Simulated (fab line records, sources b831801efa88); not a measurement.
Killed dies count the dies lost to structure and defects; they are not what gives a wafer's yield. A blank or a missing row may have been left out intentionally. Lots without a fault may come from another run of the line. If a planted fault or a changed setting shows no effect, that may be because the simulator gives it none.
fab line records	flow sky130
record: lots: 13	wafers: 39	lastDay: 50
route steps=708 shown VT_ADJUST_HVTP@92 LDD_N@253 LDD_P@259
lots untouched by any fault: they come from a run of this same line in which no faults occurred
startH: hours from the record's first day to the start of the lot's first wafer shown	waitH: time in hours since the lot's previous step	" unchanged from the row above	L1.1+2: one row covering several wafers at once	- value missing, or start not given	* or withheld: withheld	< > ~ a bound
route shown NAME@n: names a module that has steps shown in the file, with the first one's number in the route	usual: mean/standard deviation of fault-free wafers	same: alike in all rows	chamber/n: place in a boat	sites: the reading at each site	_std_site: how widely they spread, as a standard deviation	_edge_site: inner sites' mean taken away from outer sites' mean	radiusMm: for every site, how far away it sits from the centre of the wafer	mask NAME#n: copy n	behind: the most recent tool/chamber to have shaped the wafer	hold: the reason the lot was held/the length of the hold in hours/how it ended	device: the transistor (n, p or np) that didn't switch	end of line: tests of these same wafers at the route's end	step lacking rows: just its recipe	killed: dies lost to structure and defects at the first sort, not the wafer's yield	map: the dies of a wafer, with x for killed, . for not killed, _ for no die there
set.NAME: the setting that was run; set.NAME@STEP: the one run at that earlier step	model.NAME: the simulator's own value behind a step, which no gauge read
steps of the route over a sample of lots; a table a step, a row a wafer
services: the hour from which a tool's chamber was out of use, counted from the record's first day as startH (under 0 if before that day), plus the number of hours and why
== steps ==
step: SKY_VT_ADJUST_HVTP_CD_MEAS_07
recipe: targetCdNm: 380
usual: cdNm: 379.9/2.3
lot.wafer	tool	chamber	startH	waitH	cdNm
L196.4	cdSem-02	-	130.20	0.1	376.8
L196.5	"	-	"	"	381.7
L196.6	"	-	"	"	382.8
L198.1	cdSem-02	-	140.84	0.1	383.6
L198.2	"	-	"	"	378.8
L198.3	"	-	"	"	380.5
L199.1	cdSem-01	-	145.00	0.1	377.4
L199.2	"	-	"	"	376.0
L199.4	"	-	"	"	377.2
L200.2	cdSem-01	-	155.26	0.1	379.4
L200.3	"	-	"	"	378.7
L200.6	"	-	"	"	378.1
L203.1	cdSem-02	-	173.70	0.1	379.7
L203.3	"	-	"	"	380.7
L203.6	"	-	"	"	378.6
L206.1	cdSem-01	-	191.87	0.1	377.3
L206.2	"	-	"	"	377.5
L206.6	"	-	"	"	375.3
L209.1	cdSem-02	-	212.17	0.1	376.3
L209.2	"	-	"	"	381.9
L209.3	"	-	"	"	379.0
L210.2	cdSem-02	-	216.22	0.1	384.7
L210.4	"	-	"	"	381.7
L210.6	"	-	"	"	381.6
L211.1	cdSem-02	-	230.62	0.1	377.2
L211.5	"	-	"	"	378.3
L211.6	"	-	"	"	380.2
L212.1	cdSem-01	-	237.09	0.1	380.9
L212.2	"	-	"	"	383.5
L212.5	"	-	"	"	380.1
L214.1	cdSem-02	-	244.07	0.1	378.3
L214.4	"	-	"	"	377.0
L214.5	"	-	"	"	378.1
L216.1	cdSem-02	-	269.67	0.1	385.3
L216.4	"	-	"	"	383.9
L216.5	"	-	"	"	382.4
L217.3	cdSem-02	-	277.33	0.1	381.8
L217.4	"	-	"	"	380.5
L217.5	"	-	"	"	383.5
step: SKY_VT_ADJUST_HVTP_TW_MEAS_11
usual: VT_ADJUST_HVTP_TW: 1343/15
lot.wafer	tool	chamber	startH	waitH	VT_ADJUST_HVTP_TW
L196.4	filmMetro-02	-	130.57	0.1	1333
L196.5	"	-	"	"	1326
L196.6	"	-	"	"	1329
L198.1	filmMetro-02	-	141.24	0.1	1329
L198.2	"	-	"	"	1327
L198.3	"	-	"	"	1329
L199.1	filmMetro-02	-	145.41	0.1	1332
L199.2	"	-	"	"	1330
L199.4	"	-	"	"	1330
L200.2	filmMetro-01	-	155.65	0.1	1349
L200.3	"	-	"	"	1350
L200.6	"	-	"	"	1346
L203.1	filmMetro-01	-	174.11	0.1	1346
L203.3	"	-	"	"	1344
L203.6	"	-	"	"	1352
L206.1	filmMetro-04	-	192.28	0.1	1360
L206.2	"	-	"	"	1366
L206.6	"	-	"	"	1370
L209.1	filmMetro-02	-	212.58	0.1	1329
L209.2	"	-	"	"	1328
L209.3	"	-	"	"	1326
L210.2	filmMetro-02	-	216.62	0.1	1341
L210.4	"	-	"	"	1330
L210.6	"	-	"	"	1333
L211.1	filmMetro-02	-	231.03	0.1	1330
L211.5	"	-	"	"	1331
L211.6	"	-	"	"	1331
L212.1	filmMetro-04	-	237.49	0.1	1358
L212.2	"	-	"	"	1366
L212.5	"	-	"	"	1358
L214.1	filmMetro-01	-	244.48	0.1	1359
L214.4	"	-	"	"	1356
L214.5	"	-	"	"	1361
L216.1	filmMetro-04	-	270.22	0.2	1365
L216.4	"	-	"	"	1364
L216.5	"	-	"	"	1359
L217.3	filmMetro-01	-	277.71	0.1	1354
L217.4	"	-	"	"	1354
L217.5	"	-	"	"	1353
step: SKY_LDD_N_STRIP_16
recipe: chemistry: O2/N2	powerW: 1400	pressureMtorr: 1500	platenTempC: withheld	o2FlowSccm: 3000	n2FlowSccm: 300	overashFraction: 0.5
usual: drypumpMotorCurrentA: 5.9/0.5	oesProductAu: 0.406/0.0043	stripTimeToEndpointS: 4.309/0.012
lot.wafer	tool	chamber	startH	waitH	drypumpMotorCurrentA	oesProductAu	rfHoursCounterH	stripTimeToEndpointS
L196.4	plasmaAsher-03	1	412.10	0.1	6.5	0.409	-	4.326
L196.5	"	0	"	"	5.5	0.402	-	4.324
L196.6	"	1	"	"	6.5	0.410	-	4.320
L198.1	plasmaAsher-01	1	425.44	0.1	6.4	0.408	32	4.325
L198.2	"	0	"	"	5.5	0.405	32	4.315
L198.3	"	0	"	"	5.5	0.403	-	4.307
L199.1	plasmaAsher-03	0	430.60	0.1	5.5	0.404	53	4.305
L199.2	"	1	"	"	6.6	0.398	53	4.301
L199.4	"	1	"	"	6.5	0.402	-	4.302
L200.2	plasmaAsher-04	1	446.15	0.1	5.2	0.397	2	4.326
L200.3	"	0	"	"	6.2	0.406	-	4.311
L200.6	"	1	"	"	5.1	0.403	-	4.287
L203.1	plasmaAsher-04	0	478.54	0.1	6.2	0.413	5	4.320
L203.3	"	1	"	"	5.1	0.401	-	4.303
L203.6	"	0	"	"	6.2	0.412	-	4.308
L206.1	plasmaAsher-01	0	493.91	0.1	5.5	0.407	39	4.329
L206.2	"	1	"	"	6.4	0.399	39	4.318
L206.6	"	0	"	"	5.5	0.402	-	4.312
L209.1	plasmaAsher-03	0	530.64	0.1	5.5	0.408	61	4.311
L209.2	"	1	"	"	6.5	0.408	61	4.317
L209.3	"	1	"	"	6.5	0.407	-	4.295
L210.2	plasmaAsher-01	1	536.60	0.1	6.4	0.409	43	4.306
L210.4	"	1	"	"	6.4	0.408	-	4.316
L210.6	"	1	"	"	6.4	0.411	-	4.320
L211.1	plasmaAsher-01	0	556.06	0.1	5.5	0.407	46	4.282
L211.5	"	0	"	"	5.5	0.403	-	4.309
L211.6	"	1	"	"	6.4	0.408	-	4.299
L212.1	plasmaAsher-03	1	563.35	0.1	6.5	0.407	65	4.299
L212.2	"	0	"	"	5.5	0.407	65	4.314
L212.5	"	0	"	"	5.5	0.398	-	4.319
L214.1	plasmaAsher-03	0	572.41	0.1	5.5	0.410	66	4.304
L214.4	"	0	"	"	5.5	0.406	-	4.304
L214.5	"	0	"	"	5.5	0.409	-	4.304
L216.1	plasmaAsher-01	1	608.34	0.1	6.4	0.401	51	4.328
L216.4	"	1	"	"	6.4	0.404	-	4.309
L216.5	"	0	"	"	5.5	0.408	-	4.321
L217.3	plasmaAsher-01	0	618.39	0.1	5.5	0.406	-	4.305
L217.4	"	1	"	"	6.4	0.410	-	4.317
L217.5	"	1	"	"	6.4	0.410	-	4.321
step: SKY_LDD_P_EXPOSE_04
recipe: maskId: PSDM	na: 0.6	sourceShape: conventional	sigmaOuter: 0.6	polarization: unpolarized	targetCdNm: 380	doseMj: 138
same: na: 0.6
lot.wafer	tool	chamber	startH	waitH	mask
L196.4+5+6	ilineStepper-02	0	426.97	-	PSDM#0
L198.1+2+3	ilineStepper-02	0	441.32	-	PSDM#0
L199.1+2+4	ilineStepper-01	0	446.26	-	NTM#0
L200.2+3+6	ilineStepper-01	0	461.29	-	PSDM#0
L203.1+3+6	ilineStepper-01	0	493.21	-	PSDM#0
L206.1+2+6	ilineStepper-02	0	509.81	-	PSDM#0
L209.1+2+3	ilineStepper-01	0	545.45	-	PSDM#0
L210.2+4+6	ilineStepper-01	0	551.32	-	PSDM#0
L211.1+5+6	ilineStepper-01	0	571.23	-	PSDM#0
L212.1+2+5	ilineStepper-01	0	578.25	-	PSDM#0
L214.1+4+5	ilineStepper-01	0	587.06	-	PSDM#0
L216.1+4+5	ilineStepper-01	0	621.28	-	PSDM#0
L217.3+4+5	ilineStepper-01	0	630.28	-	PSDM#0
step: SKY_LDD_P_CD_MEAS_07
recipe: targetCdNm: 380
usual: cdNm: 380.0/2.2
lot.wafer	tool	chamber	startH	waitH	cdNm
L196.4	cdSem-01	-	442.46	0.1	381.2
L196.5	"	-	"	"	382.3
L196.6	"	-	"	"	381.5
L198.1	cdSem-01	-	455.99	0.2	378.7
L198.2	"	-	"	"	379.8
L198.3	"	-	"	"	379.6
L199.1	cdSem-01	-	461.08	0.1	-
L199.2	"	-	"	"	-
L199.4	"	-	"	"	-
L200.2	cdSem-01	-	478.63	2.3	382.4
L200.3	"	-	"	"	382.3
L200.6	"	-	"	"	383.3
L203.1	cdSem-01	-	508.78	0.1	380.6
L203.3	"	-	"	"	380.0
L203.6	"	-	"	"	378.6
L206.1	cdSem-02	-	524.73	0.1	376.8
L206.2	"	-	"	"	378.5
L206.6	"	-	"	"	376.5
L209.1	cdSem-01	-	560.13	0.1	383.0
L209.2	"	-	"	"	381.5
L209.3	"	-	"	"	383.5
L210.2	cdSem-01	-	566.37	0.1	382.7
L210.4	"	-	"	"	379.1
L210.6	"	-	"	"	377.0
L211.1	cdSem-01	-	585.10	0.1	377.9
L211.5	"	-	"	"	375.5
L211.6	"	-	"	"	377.6
L212.1	cdSem-02	-	592.63	0.1	380.0
L212.2	"	-	"	"	380.8
L212.5	"	-	"	"	379.6
L214.1	cdSem-01	-	601.58	0.1	382.9
L214.4	"	-	"	"	381.4
L214.5	"	-	"	"	381.4
L216.1	cdSem-02	-	633.08	0.1	377.7
L216.4	"	-	"	"	380.9
L216.5	"	-	"	"	381.2
L217.3	cdSem-02	-	646.57	0.1	377.4
L217.4	"	-	"	"	378.8
L217.5	"	-	"	"	376.9
step: SKY_LDD_P_TW_MEAS_11
usual: LDD_P_TW: 635/3.1
lot.wafer	tool	chamber	startH	waitH	LDD_P_TW
L196.4	filmMetro-01	-	442.84	0.1	634
L196.5	"	-	"	"	633
L196.6	"	-	"	"	633
L198.1	filmMetro-01	-	456.39	0.1	633
L198.2	"	-	"	"	636
L198.3	"	-	"	"	636
L199.1	filmMetro-03	-	461.48	0.1	30
L199.2	"	-	"	"	30
L199.4	"	-	"	"	30
L200.2	filmMetro-01	-	479.03	0.1	634
L200.3	"	-	"	"	634
L200.6	"	-	"	"	635
L203.1	filmMetro-03	-	509.19	0.1	635
L203.3	"	-	"	"	633
L203.6	"	-	"	"	632
L206.1	filmMetro-01	-	525.13	0.1	634
L206.2	"	-	"	"	630
L206.6	"	-	"	"	631
L209.1	filmMetro-03	-	560.53	0.1	638
L209.2	"	-	"	"	639
L209.3	"	-	"	"	638
L210.2	filmMetro-01	-	566.77	0.1	637
L210.4	"	-	"	"	636
L210.6	"	-	"	"	633
L211.1	filmMetro-01	-	585.51	0.1	632
L211.5	"	-	"	"	633
L211.6	"	-	"	"	631
L212.1	filmMetro-03	-	593.04	0.1	635
L212.2	"	-	"	"	633
L212.5	"	-	"	"	632
L214.1	filmMetro-04	-	601.98	0.1	638
L214.4	"	-	"	"	638
L214.5	"	-	"	"	640
L216.1	filmMetro-01	-	633.48	0.1	631
L216.4	"	-	"	"	629
L216.5	"	-	"	"	630
L217.3	filmMetro-03	-	646.96	0.1	640
L217.4	"	-	"	"	637
L217.5	"	-	"	"	635
== services ==
tool	chamber	startH	hours	kind
ilineStepper-01	0	398.85	-	calibration
ilineStepper-02	-	398.94	4.4	pm
ilineStepper-02	0	412.16	-	calibration
ilineStepper-01	-	420.26	2.8	repair
plasmaAsher-04	-	421.25	9.0	pm
plasmaAsher-04	0	421.25	9.0	ventCycle
plasmaAsher-04	1	421.25	9.0	ventCycle
ilineStepper-01	-	429.05	0.8	pm
plasmaAsher-04	0	430.25	-	clean
plasmaAsher-04	1	430.25	-	clean
plasmaAsher-03	-	444.06	14.6	pm
plasmaAsher-03	-	480.51	2.8	pm
ilineStepper-01	-	497.31	1.7	pm
plasmaAsher-04	-	500.80	1.5	repair
ilineStepper-01	-	534.86	8.5	repair
plasmaAsher-04	-	543.02	10.0	pm
ilineStepper-02	-	543.32	1.7	pm
plasmaAsher-03	-	569.85	1.9	repair
ilineStepper-02	-	587.28	19.3	repair
ilineStepper-01	-	593.37	11.7	repair
ilineStepper-01	-	599.30	-	calibration
ilineStepper-01	-	605.93	5.9	repair
ilineStepper-01	-	611.80	4.3	pm
ilineStepper-01	0	624.82	-	calibration
== key ==
firstSign: step: SKY_LDD_P_EXPOSE_04	reading: mask	direction: changed
effect: step: SKY_LDD_P_CD_MEAS_07	reading: cdNm	direction: missing
effect: step: SKY_LDD_P_TW_MEAS_11	reading: LDD_P_TW	direction: down	sigmas: 99+	usual: 635	struck: 30
metAt SKY_LDD_P_EXPOSE_04
struckLots L199
sortLeftOut L199.1,L199.2,L199.4
testerLeftOut L199
notActingAt SKY_VT_ADJUST_HVTP_CD_MEAS_07,SKY_VT_ADJUST_HVTP_TW_MEAS_11,SKY_LDD_N_STRIP_16
fault: kind: wrongMask	tool: any	chamber: -	onsetH: 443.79	steps: SKY_LDD_P_EXPOSE_04	auxCopy: NTM#0	scope: struckLotsOnly
testerLeftOut: of these lots the tester's yield and bins aren't shown, on N5 and GAA mostly nor the transistor test; their killed dies are dies lost to structure and defects alone, not to doping, threshold or leakage, so they don't give the yield
sortLeftOut: the simulated sort isn't trusted on such a fault, so these wafers' sort isn't shown, and their yield isn't known
